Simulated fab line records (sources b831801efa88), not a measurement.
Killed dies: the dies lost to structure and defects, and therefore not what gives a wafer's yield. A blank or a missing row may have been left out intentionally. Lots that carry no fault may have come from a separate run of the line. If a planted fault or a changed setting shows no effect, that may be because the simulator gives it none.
Chamber matching || flow gf180mcu || GF_STI_CMP_25 on cmp-01: 4 sister chambers
The step polishes, stops on Si3N4, t overpolish 33 s, target thk 524.6 nm. 4 wafers are shown with their chamber, then 10 later ones without.

## WAFERS, EACH WITH ITS CHAMBER
{"wafer": "L781.1", "chamber": 1, "motorCurrentA (A)": 12.7}
{"wafer": "L783.6", "chamber": 3, "motorCurrentA (A)": 10.5}
{"wafer": "L794.1", "chamber": 2, "motorCurrentA (A)": 13.1}
{"wafer": "L794.2", "chamber": 0, "motorCurrentA (A)": 12.5}

## WAFERS MISSING THEIR CHAMBER
{"wafer": "L794.5", "motorCurrentA (A)": 11.3}
{"wafer": "L795.2", "motorCurrentA (A)": 10.6}
{"wafer": "L795.3", "motorCurrentA (A)": 13.0}
{"wafer": "L795.6", "motorCurrentA (A)": 10.6}
{"wafer": "L797.1", "motorCurrentA (A)": 13.3}
{"wafer": "L797.2", "motorCurrentA (A)": 11.8}
{"wafer": "L797.6", "motorCurrentA (A)": 13.4}
{"wafer": "L798.1", "motorCurrentA (A)": 13.1}
{"wafer": "L798.5", "motorCurrentA (A)": 12.2}
{"wafer": "L798.6", "motorCurrentA (A)": 12.8}

## CHAMBER TAKEN BY EACH
{"wafer": "L794.5", "from the rows above": "can't be placed: 3 or 0 or 1", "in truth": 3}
{"wafer": "L795.2", "from the rows above": 3, "in truth": 3}
{"wafer": "L795.3", "from the rows above": "can't be placed: 2 or 1 or 0", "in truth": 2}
{"wafer": "L795.6", "from the rows above": 3, "in truth": 3}
{"wafer": "L797.1", "from the rows above": "can't be placed: 2 or 1 or 0", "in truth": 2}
{"wafer": "L797.2", "from the rows above": "can't be placed: 0 or 1 or 2 or 3", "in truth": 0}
{"wafer": "L797.6", "from the rows above": "can't be placed: 2 or 1 or 0", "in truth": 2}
{"wafer": "L798.1", "from the rows above": "can't be placed: 2 or 1 or 0", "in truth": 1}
{"wafer": "L798.5", "from the rows above": "can't be placed: 0 or 1 or 2", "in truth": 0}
{"wafer": "L798.6", "from the rows above": "can't be placed: 1 or 2 or 0", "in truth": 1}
Correctly placed: 2 of 10. These rows do not allow placing 8 (true chamber among the candidates in 8). Number placed wrongly: 0.
How it was worked out, from the rows above alone: a wafer's distance from a chamber is the root of the sum, over the readings, of the square of ((its reading less the chamber's mean) divided by the reading's scatter). If the next closest chamber is less than 2 further off than the closest, the wafer can't be placed; otherwise it belongs to the closest. The mean given for a chamber averages the wafers shown for that chamber. The scatter: root of mean squared gap, hidden wafer to nearest shown wafer, with one shown wafer a chamber.
